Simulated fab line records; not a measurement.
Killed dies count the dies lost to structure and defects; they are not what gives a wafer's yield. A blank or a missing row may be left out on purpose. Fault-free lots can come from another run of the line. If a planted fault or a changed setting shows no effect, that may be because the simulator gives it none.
Which tool was responsible? :: flow gf180mcu :: 12 lots with 36 wafers sampled at 2 steps, on a route of 602 steps

## WHAT THE GAUGES READ, wafer by wafer
GF_MIM_THK_MEAS_06. Usual: MIM_CVD_05_THK 41.9 nm, standard deviation 0.72.
lot: L623
measured: day 24 19:53
on: film_metro-04
MIM_CVD_05_THK (nm): 40.5 41.4 42.3
flag: 

lot: L624
measured: day 25 07:15
on: film_metro-01
MIM_CVD_05_THK (nm): 40.8 41.2 41.2
flag: 

lot: L625
measured: day 25 13:20
on: film_metro-04
MIM_CVD_05_THK (nm): 40.7 41.6 41.8
flag: 

lot: L626
measured: day 26 03:55
on: film_metro-03
MIM_CVD_05_THK (nm): 41.9 41.8 42.1
flag: 

lot: L627
measured: day 26 10:14
on: film_metro-01
MIM_CVD_05_THK (nm): 41.6 42.0 41.7
flag: 

lot: L628
measured: day 26 22:53
on: film_metro-03
MIM_CVD_05_THK (nm): 41.8 42.1 41.3
flag: 

lot: L633
measured: day 28 12:20
on: film_metro-01
MIM_CVD_05_THK (nm): 41.1 42.1 42.2
flag: 

lot: L634
measured: day 28 14:42
on: film_metro-03
MIM_CVD_05_THK (nm): 42.0 42.7 43.6
flag: 

lot: L635
measured: day 28 17:37
on: film_metro-01
MIM_CVD_05_THK (nm): 41.1 42.3 41.9
flag: 

lot: L638
measured: day 29 22:47
on: film_metro-04
MIM_CVD_05_THK (nm): 41.7 42.8 42.6
flag: 

lot: L639
measured: day 30 00:59
on: film_metro-04
MIM_CVD_05_THK (nm): 41.3 42.7 41.6
flag: 

lot: L646
measured: day 31 21:09
on: film_metro-03
MIM_CVD_05_THK (nm): 40.7 41.9 41.6
flag: 

## TOOL THAT RAN EACH LOT (tool first, then ch and the chambers of the sampled wafers, then the start)
lot: L623
GF_V4_CVD_23: cvd_w-02 ch 0,1, day 24 17:50

lot: L624
GF_V4_CVD_23: cvd_w-01 ch 0,1, day 25 06:24

lot: L625
GF_V4_CVD_23: cvd_w-01 ch 0,1, day 25 12:29

lot: L626
GF_V4_CVD_23: cvd_w-01 ch 0, day 26 03:01

lot: L627
GF_V4_CVD_23: cvd_w-02 ch 0,1, day 26 09:23

lot: L628
GF_V4_CVD_23: cvd_w-02 ch 0,1, day 26 22:02

lot: L633
GF_V4_CVD_23: cvd_w-01 ch 1, day 28 11:29

lot: L634
GF_V4_CVD_23: cvd_w-01 ch 0,1, day 28 13:52

lot: L635
GF_V4_CVD_23: cvd_w-02 ch 0,1, day 28 16:31

lot: L638
GF_V4_CVD_23: cvd_w-02 ch 0,1, day 29 21:52

lot: L639
GF_V4_CVD_23: cvd_w-02 ch 0,1, day 30 00:08

lot: L646
GF_V4_CVD_23: cvd_w-02 ch 0,1, day 31 20:17
- GF_V4_CVD_23: deposits W, target thk 350 nm, time 104.9 s.

## WHAT THE TOOLS THEMSELVES READ (means of the sampled wafers that have a number; where no wafer has one, the mark that the record gives instead)
GF_V4_CVD_23. Usual: heater_power_w at 863 W, with a standard deviation of 50.
lot: L623
tool: cvd_w-02
heater_power_w (W): 885
flag: 

lot: L624
tool: cvd_w-01
heater_power_w (W): 836
flag: 

lot: L625
tool: cvd_w-01
heater_power_w (W): 841
flag: 

lot: L626
tool: cvd_w-01
heater_power_w (W): 914
flag: 

lot: L627
tool: cvd_w-02
heater_power_w (W): 854
flag: 

lot: L628
tool: cvd_w-02
heater_power_w (W): 859
flag: 

lot: L633
tool: cvd_w-01
heater_power_w (W): 810
flag: 

lot: L634
tool: cvd_w-01
heater_power_w (W): 883
flag: 

lot: L635
tool: cvd_w-02
heater_power_w (W): 872
flag: 

lot: L638
tool: cvd_w-02
heater_power_w (W): 873
flag: 

lot: L639
tool: cvd_w-02
heater_power_w (W): 850
flag: 

lot: L646
tool: cvd_w-02
heater_power_w (W): 856
flag: 

## THE ANSWER, worked out from the rows above alone
Rule: lot off if the mean of its wafers having a number is beyond 3 standard deviations from the usual mean. A lot without any number at a reading at which 4 lots or more have one is off too. Where the step has rows for the other lots, those lots are counted as sound. First the gauges in route order, then the tools' own readings, where a lot's mean is used as printed above. At the first step where some lot is off, the reading lying furthest off is the one used; lots without a number count as furthest.
Across all readings shown, no lot is off: no conclusion can be drawn from this.

## WHAT THE SIMULATOR HAD INSERTED
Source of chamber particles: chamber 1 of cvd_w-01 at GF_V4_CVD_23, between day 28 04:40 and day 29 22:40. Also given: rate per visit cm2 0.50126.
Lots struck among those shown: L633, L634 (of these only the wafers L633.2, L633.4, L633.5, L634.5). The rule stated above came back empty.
